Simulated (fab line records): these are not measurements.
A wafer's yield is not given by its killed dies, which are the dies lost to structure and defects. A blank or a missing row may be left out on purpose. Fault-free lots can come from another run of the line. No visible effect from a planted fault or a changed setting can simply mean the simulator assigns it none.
Struck lot and sound lot, side by side | flow sky130 | 19 out of 708 route steps
Sound: these wafers, L255.2, L255.5, L255.6. Struck: wafers L259.3, L259.5 (left out: L259.6, a lot-mate that was not struck); the cause follows at the end.
At each step with rows: each side's tool, then ch and its chambers, then its first start. Under that, the readings that differ: sound wafers | struck wafers | difference of the means | sigmas: that difference in standard deviations of wafers without a fault.
alike: a reading whose means differ by less than 2 such deviations, as well as words and numbers matching on both sides. not compared: withheld readings; readings where some wafer has no value; bounds like >300 that might hide an equal value; numbers whose values overlap and for which the record gives no deviation.
A row with sigmas, a row that says differs or no value, or rows on one side alone: a step with any of these is where the two part. When numbers do not overlap yet have no deviation, they are printed without sigmas and do not part them. Lack of a reading on every wafer of one side parts them only where that side has two or more wafers.

SKY_METAL4_STRIP_19: strips in O2/N2.
  sound on plasmaAsher-01 ch 0,1, day 43 17:18; struck on plasmaAsher-03 ch 1, day 44 10:46
  alike: drypumpMotorCurrentA, oesProductAu, stripTimeToEndpointS
  not compared: rfHoursCounterH
then, 4 steps without rows for these wafers: SKY_METAL4_STRIP_20 (strips in post etch residue remover, time 1200 s); SKY_METAL4_CLEAN_21 (cleans in IPA, time 180 s); SKY_METAL4_CLEAN_22 (cleans in O3/DIW); SKY_VIA4_HDPCVD_00 (deposits SiO2, target thk 1750 nm, time 291.7 s).
SKY_VIA4_THK_MEAS_01:
  sound on filmMetro-01 at day 43 18:05; struck on filmMetro-01 at day 44 11:34
  alike: VIA4_HDPCVD_THK
SKY_VIA4_CMP_02: polishes SiO2.
  sound on cmp-01 ch 0,1, day 43 18:11; struck on cmp-02 ch 0,3, day 44 11:50
  alike: motorCurrentA
SKY_VIA4_BOW_MEAS_03:
  sound on filmMetro-02 at day 43 18:27; struck on filmMetro-02 at day 44 12:01
reading       | sound    | struck | difference | sigmas
VIA4_BOW (um) | 75 77 81 | 101 93 | +19        | +2
then, 4 steps without rows for these wafers: SKY_VIA4_DEHYDRATE_04 (time 60 s); SKY_VIA4_HMDS_05 (prime time 60 s); SKY_VIA4_COAT_06 (resist thk 1140 nm); SKY_VIA4_SOFTBAKE_07 (time 60 s).
SKY_VIA4_EXPOSE_08: exposes mask VIM4, target cd 800 nm.
  sound on ilineStepper-01 ch 0, day 44 06:17; struck on ilineStepper-02 ch 0, day 44 22:04
  alike: mask
then, 2 steps without rows for these wafers: SKY_VIA4_PEB_09; SKY_VIA4_DEVELOP_10 (develop time 60 s).
SKY_VIA4_OVL_MEAS_11:
  sound on overlay-02 at day 44 16:10; struck on overlay-02 at day 45 09:29
  alike: VIA4_OVL
SKY_VIA4_ETCH_12: etches SiO2 in C4F8/O2/Ar, stops on TiN, target depth 580 nm.
  sound on rieDiel-02 ch 0,1,3, day 44 16:11; struck on rieDiel-03 ch 1,3, day 45 09:30
reading              | sound             | struck      | difference | sigmas
model.VIA4.cdNm (nm) | 800.9 800.3 800.9 | 840.8 842.1 | +40.8      | 
  alike: oesProductAu
SKY_VIA4_STRIP_13: strips in O2/N2.
  sound on plasmaAsher-04 ch 0,1, day 44 16:16; struck on plasmaAsher-02 ch 0,1, day 45 09:37
reading                  | sound             | struck      | difference | sigmas
stripTimeToEndpointS (s) | 12.78 12.77 12.81 | 12.91 12.79 | +0.06      | +2
  alike: drypumpMotorCurrentA, oesProductAu
  not compared: rfHoursCounterH
-- the record jumps here: 3 days lie between the struck wafers' starts before and after (it left off in module VIA4 and takes up again in module PAD_OPEN, whose first step shown is number 708 of the route) --
SKY_PAD_OPEN_PROBE_99:
  sound on prober-02 at day 47 11:56; struck on prober-02 at day 48 03:39
reading                     | sound               | struck        | difference | sigmas
model.etest.via4Chain.rcOhm | 0.7957 0.823 0.7793 | 0.7546 0.7637 | -0.0402    | 
  alike: defectLimitedYield, killed_at_M0_to_M3, killed_at_M4_up, killedAtContacts, killedAtFrontEnd, killedAtOther, killedDies, killedOpen, killedShort, sort_bin_3_pad_short, sort_bin_5_function, sort_bin_6_memory, sortNPass, sortYieldPct

## WHERE THEY PART
Earliest at SKY_VIA4_BOW_MEAS_03; latest, in this record, at SKY_VIA4_STRIP_13. Later steps at which nothing parts them and some readings are alike: SKY_PAD_OPEN_PROBE_99.

WHY: what the simulator had put in
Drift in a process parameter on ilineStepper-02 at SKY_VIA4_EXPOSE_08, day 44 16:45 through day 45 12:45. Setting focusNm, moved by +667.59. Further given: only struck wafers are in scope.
